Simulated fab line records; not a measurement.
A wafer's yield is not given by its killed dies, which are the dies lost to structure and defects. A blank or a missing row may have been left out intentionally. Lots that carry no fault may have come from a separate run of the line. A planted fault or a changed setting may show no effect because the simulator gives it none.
fab line records	flow sky130
[record] lots = 6	wafers = 18	last_day = 50
route steps=708 shown METAL3@569 VIA3@573 PAD_OPEN@708
lots that met no fault: taken from a fault-free run of the same line
start_h: start of the lot's first displayed wafer, in hours after the record's first day	wait_h: hours since the lot's step before	" same as the row above	L1.1+2: a row that stands for several wafers	- either no value or no given start	* or withheld: withheld	< > ~ a bound
route shown NAME@n: a module of which the file shows steps, and the number in the route of the first	usual: mean and standard deviation over wafers with no fault	same: alike in all rows	chamber/n: place in a boat	sites: the reading at each site	_std_site: how widely they spread, as a standard deviation	_edge_site: inner sites' mean taken away from outer sites' mean	radius_mm: how far each site lies from the wafer's centre	mask NAME#n: copy n	behind: tool/chamber where the wafer was last shaped	hold: the reason the lot was held/the length of the hold in hours/how it ended	device: transistor that didn't switch, given as n, p or np	end of line: tests run on the same wafers once the route is complete	step lacking rows: just its recipe	killed: dies lost to structure and defects at the first sort, not the wafer's yield	map: shows each die of a wafer: x if killed, . if not, _ if none is there
set.NAME: the setting that was run; set.NAME@STEP: the one run at that earlier step	model.NAME: the simulator's own value behind a step, which no gauge read
certain route steps with their lots: each step a table, each wafer a row
services: the hour from which a tool's chamber was out of use, counted from the record's first day as start_h (under 0 if before that day), plus the number of hours and why
[[steps]]
[step SKY_METAL3_STRIP_19]
[recipe] chemistry = O2/N2	power_w = 1400	pressure_mtorr = 1500	platen_temp_c = withheld	o2_flow_sccm = 3000	n2_flow_sccm = 300	overash_fraction = 0.5
[usual] chamber_pressure_mTorr = 1500.0/1.5	drypump_motor_current_A = 5.67/0.27	oes_product_au = 0.503/0.0054	strip_time_to_endpoint_s = 6.55/0.08
lot.wafer	tool	chamber	start_h	wait_h	chamber_pressure_mTorr	drypump_motor_current_A	oes_product_au	rf_hours_counter_h	strip_time_to_endpoint_s
L634.4	plasma_asher-02	0	934.88	0.1	1498.5	5.96	0.490	-	6.42
L634.5	"	1	"	"	1501.3	5.80	0.501	-	6.43
L634.6	"	0	"	"	1499.8	5.96	0.509	-	6.62
L637.2	plasma_asher-03	1	951.29	0.1	1498.1	5.44	0.502	84	6.48
L637.4	"	1	"	"	1501.7	5.44	0.496	-	6.46
L637.5	"	1	"	"	1500.9	5.44	0.505	-	6.49
L636.2	plasma_asher-02	1	954.06	0.1	1499.8	5.79	0.503	21	6.57
L636.3	"	0	"	"	1496.5	5.98	0.511	-	6.55
L636.6	"	1	"	"	1502.8	5.83	0.500	-	6.48
L638.4	plasma_asher-04	0	958.04	0.1	1498.8	5.42	0.503	-	6.68
L638.5	"	0	"	"	1499.4	5.39	0.508	-	6.71
L638.6	"	1	"	"	1500.1	5.68	0.495	-	6.47
L648.2	plasma_asher-03	0	1038.98	0.1	1498.9	5.18	0.498	93	6.48
L648.4	"	0	"	"	1499.3	5.16	0.503	-	6.67
L648.5	"	1	"	"	1495.8	5.44	0.503	-	6.68
L647.3	plasma_asher-03	1	1039.93	0.1	1500.7	5.44	0.506	-	6.70
L647.5	"	1	"	"	1504.0	5.45	0.500	-	6.49
L647.6	"	0	"	"	1499.9	5.20	0.507	-	6.61
[step SKY_METAL3_STRIP_20]
[recipe] chemistry = post_etch_residue_remover	time_s = 1200	temp_c = 72.5
[step SKY_METAL3_CLEAN_21]
[recipe] chemistry = IPA	time_s = 180	temp_c = 25
[step SKY_METAL3_CLEAN_22]
[recipe] chemistry = O3/DIW	dry = n2_spin
[step SKY_VIA3_HDPCVD_00]
[recipe] material = SiO2	target_thk_nm = 1635	sigma_open_frac = 0.3	time_s = 272.5	temp_c = 400	sih4_flow_sccm = 60	pressure_mtorr = 6
[step SKY_VIA3_THK_MEAS_01]
[recipe] reads = SiO2_of_VIA3_HDPCVD_00
[usual] VIA3_HDPCVD_THK = 1636/17
lot.wafer	tool	chamber	start_h	wait_h	VIA3_HDPCVD_THK[nm]
L634.4	film_metro-03	-	935.63	0.0	1650
L634.5	"	-	"	"	1634
L634.6	"	-	"	"	1661
L637.2	film_metro-02	-	952.08	0.1	1621
L637.4	"	-	"	"	1620
L637.5	"	-	"	"	1629
L636.2	film_metro-03	-	954.87	0.1	1653
L636.3	"	-	"	"	1663
L636.6	"	-	"	"	1654
L638.4	film_metro-02	-	958.80	0.0	1626
L638.5	"	-	"	"	1606
L638.6	"	-	"	"	1638
L648.2	film_metro-03	-	1039.75	0.1	1606
L648.4	"	-	"	"	1617
L648.5	"	-	"	"	1619
L647.3	film_metro-03	-	1040.67	0.1	1631
L647.5	"	-	"	"	1639
L647.6	"	-	"	"	1641
[step SKY_VIA3_CMP_02]
[recipe] material = SiO2	down_force_psi = 4	platen_rpm = 60	pad_velocity_m_s = 0.94248
[usual] edge_zone_pressure_frac = 1.001/0.0045	motor_current_A = 12.3/1.3	platen_rpm = 60.01/0.038
lot.wafer	tool	chamber	start_h	wait_h	edge_zone_pressure_frac	motor_current_A	platen_rpm
L634.4	cmp-01	0	935.66	0.0	1.001	13.3	60.05
L634.5	"	0	"	"	1.004	12.6	59.96
L634.6	"	1	"	"	0.999	12.5	60.06
L637.2	cmp-02	3	952.13	0.0	0.999	14.8	60.04
L637.4	"	2	"	"	1.002	11.5	59.99
L637.5	"	0	"	"	0.997	12.0	59.98
L636.3	cmp-02	2	954.97	0.1	0.992	11.2	60.01
L636.2	"	3	"	"	0.998	14.8	59.96
L636.6	"	1	"	"	0.998	12.9	60.03
L638.4	cmp-01	2	958.88	0.1	1.001	10.0	60.04
L638.6	"	1	"	"	1.000	12.0	59.98
L638.5	"	2	"	"	0.999	10.2	60.06
L648.2	cmp-02	2	1039.98	0.2	0.996	11.1	60.03
L648.4	"	1	"	"	0.995	12.3	60.01
L648.5	"	3	"	"	1.002	14.3	59.95
L647.3	cmp-02	2	1040.81	0.1	1.004	11.7	59.98
L647.5	"	0	"	"	1.000	11.7	60.01
L647.6	"	1	"	"	1.007	13.9	60.02
[step SKY_VIA3_BOW_MEAS_03]
[recipe] mode = bow
[usual] VIA3_BOW = 79/8.8
lot.wafer	tool	chamber	start_h	wait_h	VIA3_BOW[um]
L634.4	film_metro-01	-	936.02	0.3	74
L634.5	"	-	"	"	77
L634.6	"	-	"	"	70
L637.2	film_metro-02	-	952.45	0.3	90
L637.4	"	-	"	"	92
L637.5	"	-	"	"	92
L636.2	film_metro-01	-	955.24	0.2	70
L636.3	"	-	"	"	83
L636.6	"	-	"	"	77
L638.4	film_metro-02	-	959.19	0.3	91
L638.5	"	-	"	"	92
L638.6	"	-	"	"	78
L648.2	film_metro-02	-	1040.30	0.3	86
L648.4	"	-	"	"	84
L648.5	"	-	"	"	84
L647.3	film_metro-02	-	1041.05	0.2	80
L647.5	"	-	"	"	72
L647.6	"	-	"	"	69
[step SKY_VIA3_DEHYDRATE_04]
[recipe] temp_c = 200	time_s = 60
[step SKY_VIA3_HMDS_05]
[recipe] prime_time_s = 60	prime_temp_c = 120
[step SKY_VIA3_COAT_06]
[recipe] resist = BARC	temp_c = withheld	time_s = withheld	spin_rpm = 3000	resist_thk_nm = 60
[step SKY_VIA3_COAT_07]
[recipe] resist = KrF-thick	spin_rpm = 3000	resist_thk_nm = 450
[step SKY_VIA3_SOFTBAKE_08]
[recipe] temp_c = 100	time_s = 90	resist = KrF-thick
[usual] chill_plate_temp_C = 23.01/0.12	heater_power_total_W = 57.37/0.12	plate_temp_C = 100.03/0.12	run_length_s = 119.22/0.12
lot.wafer	tool	chamber	start_h	wait_h	chill_plate_temp_C	heater_power_total_W	plate_temp_C	run_length_s
L634.4	litho_track-04	0	946	-	22.91	57.42	100.05	119.14
L634.5	"	0	"	"	23.06	57.55	100.02	119.13
L634.6	"	0	"	"	22.91	57.39	100.17	119.08
L637.2	litho_track-04	0	964	-	22.83	57.50	99.98	119.14
L637.4	"	0	965	-	23.02	57.25	100.02	119.20
L637.5	"	0	"	"	23.03	57.42	99.99	119.19
L636.2	litho_track-01	0	967	-	23.11	58.31	-	115.84
L636.3	"	0	"	"	22.80	58.15	-	115.68
L636.6	"	0	"	"	22.91	58.35	-	115.63
L638.4	litho_track-01	0	970	-	23.06	58.33	-	115.82
L638.5	"	0	"	"	23.25	58.18	-	115.61
L638.6	"	0	"	"	23.26	58.10	-	115.81
L648.2	litho_track-01	0	1051	-	22.78	57.28	99.91	119.21
L648.4	"	0	"	"	22.86	57.14	100.20	119.21
L648.5	"	0	"	"	22.85	57.21	100.09	119.09
L647.3	litho_track-01	0	1052	-	23.09	57.54	99.93	119.36
L647.5	"	0	"	"	23.06	57.16	100.04	119.18
L647.6	"	0	"	"	23.19	57.45	99.93	119.14
[step SKY_VIA3_EXPOSE_09]
[recipe] mask_id = VIM3	na = 0.8	source_shape = annular	sigma_inner = 0.55	sigma_outer = 0.85	target_cd_nm = 200	dose_mj = 38
[step SKY_PAD_OPEN_PROBE_99]
[usual] defect_limited_yield = 82.3/2	killed_at_M0_to_M3 = 44/7.9	killed_at_M4_up = 3.1/1.9	killed_at_contacts = 24/4.6	killed_at_front_end = 16/4.9	killed_at_other = 0.3/0.6	killed_dies = 87/9.7	killed_open = 48/7.2	killed_short = 39/5.6	sort_bin_3_pad_short = 0.8/0.47	sort_bin_5_function = 10.4/1.5	sort_bin_6_memory = 6.5/1.1	sort_n_pass = 405/9.7	sort_yield_pct = 82.3/2
[same] gross_dies = 492	killed_at_back_side = 0	sort_bin_4_leakage[%] = 0	sort_bin_8_speed[%] = 0
lot.wafer	tool	chamber	start_h	wait_h	defect_limited_yield[%]	killed_at_M0_to_M3	killed_at_M4_up	killed_at_contacts	killed_at_front_end	killed_at_other	killed_dies	killed_open	killed_short	sort_bin_3_pad_short[%]	sort_bin_5_function[%]	sort_bin_6_memory[%]	sort_n_pass	sort_yield_pct[%]
L634.4	prober-01	-	1101.53	0.2	82.3	37	3	23	23	1	87	49	38	1.2	10.6	5.9	405	82.3
L634.5	prober-01	-	1101.58	0.2	81.1	58	6	16	13	0	93	51	42	1.2	10.6	7.1	399	81.1
L634.6	prober-01	-	1101.63	0.2	81.3	49	5	20	18	0	92	48	44	1.0	11.4	6.3	400	81.3
L637.2	prober-01	-	1116.68	0.1	85.2	39	1	23	10	0	73	38	35	1.6	7.7	5.5	419	85.2
L637.4	prober-01	-	1116.78	0.2	83.7	41	3	29	7	0	80	39	41	0.8	10.2	5.3	412	83.7
L637.5	prober-01	-	1116.83	0.2	80.5	55	1	27	13	0	96	62	34	0	12.8	6.7	396	80.5
L638.4	prober-01	-	1118.90	0.2	83.9	37	4	24	13	1	79	50	29	0.2	10.6	5.3	413	83.9
L638.5	prober-01	-	1118.95	0.2	81.1	39	2	30	20	2	93	46	46	1.2	10.0	7.7	399	81.1
L638.6	prober-01	-	1119.00	0.2	86.2	40	1	16	11	0	68	38	30	0.6	7.5	5.7	424	86.2
L648.2	prober-01	-	1187.92	0.1	81.7	37	2	31	20	0	90	53	37	0.4	12.4	5.5	402	81.7
L648.4	prober-01	-	1188.02	0.2	83.5	41	4	22	13	1	81	48	32	1.0	9.8	5.7	411	83.5
L648.5	prober-01	-	1188.07	0.2	81.9	45	3	21	20	0	89	41	48	2.0	9.8	6.3	403	81.9
L647.3	prober-02	-	1189.33	0.2	81.3	49	3	27	12	1	92	55	36	1.0	11.2	6.5	400	81.3
L647.5	prober-02	-	1189.43	0.2	81.7	45	4	26	14	1	90	42	48	0.8	9.8	7.7	402	81.7
L647.6	prober-02	-	1189.48	0.2	82.3	34	2	28	23	0	87	41	45	1.2	10.0	6.5	405	82.3
// killed by level:class
L634.4 CONTACT:geometric_particle:open=10 FIELD_ISO:geometric_particle:short=7 METAL1:geometric_particle:short=7 VIA1:geometric_particle:open=7 LI_CONTACT:geometric_particle:open=6 VIA2:geometric_particle:open=6 POLY_GATE:geometric_particle:open=5 VIA3:geometric_particle:open=5
L634.5 VIA2:geometric_particle:open=10 VIA1:geometric_particle:open=9 VIA3:geometric_particle:open=9 VIA1:geometric_particle:short=7 LI_CONTACT:geometric_particle:open=6 METAL4:geometric_particle:short=6 CONTACT:geometric_particle:open=5 METAL1:geometric_particle:short=5
L634.6 VIA1:geometric_particle:open=9 POLY_GATE:geometric_particle:open=8 CONTACT:geometric_particle:open=7 VIA2:geometric_particle:open=7 VIA2:geometric_particle:short=6 CONTACT:geometric_particle:short=5 VIA1:geometric_particle:short=5 VIA3:geometric_particle:short=5
L637.2 CONTACT:geometric_particle:open=10 VIA1:geometric_particle:open=7 VIA3:geometric_particle:open=7 LOCAL_INTERCONNECT:geometric_particle:short=5 CONTACT:geometric_particle:short=5 VIA1:geometric_particle:short=4 VIA2:geometric_particle:open=4 FIELD_ISO:geometric_particle:short=3
L637.4 CONTACT:geometric_particle:open=10 VIA2:geometric_particle:open=8 LOCAL_INTERCONNECT:geometric_particle:short=7 VIA3:geometric_particle:open=7 LI_CONTACT:geometric_particle:open=6 METAL1:geometric_particle:short=5 METAL2:geometric_particle:short=5 CONTACT:geometric_particle:short=4
L637.5 CONTACT:geometric_particle:open=14 VIA2:geometric_particle:open=12 VIA1:geometric_particle:open=9 VIA3:geometric_particle:open=8 METAL1:geometric_particle:short=8 POLY_GATE:geometric_particle:open=5 LI_CONTACT:geometric_particle:open=5 CONTACT:geometric_particle:short=4
L638.4 VIA1:geometric_particle:open=13 LI_CONTACT:geometric_particle:open=9 VIA2:geometric_particle:open=8 CONTACT:geometric_particle:open=6 CONTACT:geometric_particle:short=4 VIA3:geometric_particle:open=4 FIELD_ISO:geometric_particle:short=3 FIELD_ISO:geometric_particle:open=3
L638.5 CONTACT:geometric_particle:open=11 VIA1:geometric_particle:open=9 VIA2:geometric_particle:open=7 FIELD_ISO:geometric_particle:short=6 POLY_GATE:geometric_particle:short=5 LI_CONTACT:geometric_particle:open=5 LOCAL_INTERCONNECT:geometric_particle:short=5 CONTACT:geometric_particle:short=5
L638.6 VIA1:geometric_particle:open=14 CONTACT:geometric_particle:open=7 METAL2:geometric_particle:short=6 VIA2:geometric_particle:open=5 FIELD_ISO:geometric_particle:short=4 METAL1:geometric_particle:short=4 FIELD_ISO:geometric_particle:open=3 METAL3:geometric_particle:short=3
L648.2 LI_CONTACT:geometric_particle:open=13 VIA1:geometric_particle:open=7 FIELD_ISO:geometric_particle:open=6 CONTACT:geometric_particle:open=6 VIA3:geometric_particle:open=6 FIELD_ISO:geometric_particle:short=5 VIA1:geometric_particle:short=5 VIA2:geometric_particle:open=5
L648.4 VIA1:geometric_particle:open=12 CONTACT:geometric_particle:open=11 VIA2:geometric_particle:open=7 VIA1:geometric_particle:short=7 FIELD_ISO:geometric_particle:open=6 VIA3:geometric_particle:open=5 METAL4:geometric_particle:short=4 LI_CONTACT:geometric_particle:open=4
L648.5 VIA1:geometric_particle:open=12 CONTACT:geometric_particle:open=9 POLY_GATE:geometric_particle:short=6 METAL2:geometric_particle:short=6 VIA1:geometric_particle:short=5 VIA2:geometric_particle:open=5 METAL3:geometric_particle:short=5 FIELD_ISO:geometric_particle:short=4
L647.3 CONTACT:geometric_particle:open=14 VIA1:geometric_particle:open=8 VIA3:geometric_particle:open=7 POLY_GATE:geometric_particle:open=5 LI_CONTACT:geometric_particle:open=5 METAL1:geometric_particle:short=5 VIA1:geometric_particle:short=5 METAL1:geometric_particle:open=4
L647.5 CONTACT:geometric_particle:open=10 METAL2:geometric_particle:short=10 METAL1:geometric_particle:short=8 LI_CONTACT:geometric_particle:open=6 VIA3:geometric_particle:open=6 CONTACT:geometric_particle:short=5 VIA1:geometric_particle:open=5 FIELD_ISO:geometric_particle:open=4
L647.6 CONTACT:geometric_particle:open=10 POLY_GATE:geometric_particle:open=9 FIELD_ISO:geometric_particle:short=8 CONTACT:geometric_particle:short=8 METAL1:geometric_particle:short=6 VIA3:geometric_particle:short=6 LI_CONTACT:geometric_particle:open=5 VIA1:geometric_particle:open=5
[[services]]
tool	chamber	start_h	hours	kind
cmp-01	-	912.17	4.0	pm
cmp-01	-	916.17	-	consumable_replace:conditioner
cmp-01	-	916.17	-	consumable_replace:pad
cmp-01	-	921.82	3.0	repair
cmp-01	-	937.85	4.6	repair
cmp-01	-	944.60	2.8	repair
cmp-01	-	947.39	0.7	repair
plasma_asher-04	-	958.72	2.8	pm
cmp-01	-	964.64	3.0	repair
plasma_asher-02	-	967.79	1.1	repair
cmp-02	-	971.88	0.3	repair
cmp-01	-	973.36	2.5	repair
plasma_asher-03	-	983.18	1.4	repair
cmp-02	-	987.71	0.6	repair
cmp-02	-	1005.13	1.1	repair
plasma_asher-04	-	1025.55	13.9	repair
cmp-01	-	1039.67	0.7	repair
[[key]]
[first_sign] step = SKY_VIA3_SOFTBAKE_08	reading = run_length_s	direction = down	sigmas = 30	usual = *	struck = *
[effect] step = SKY_VIA3_SOFTBAKE_08	reading = heater_power_total_W	direction = up	sigmas = 7	usual = *	struck = *
met_at SKY_VIA3_SOFTBAKE_08
struck_wafers L636.2,L636.3,L636.6,L638.4,L638.5,L638.6
[fault] kind = process_parameter_drift	tool = litho_track-01	chamber = -	onset_h = 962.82	steps = SKY_VIA3_SOFTBAKE_08	channel = time_s	offset = *	shape = step	end_h = 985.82	acts_in = *	stated = *
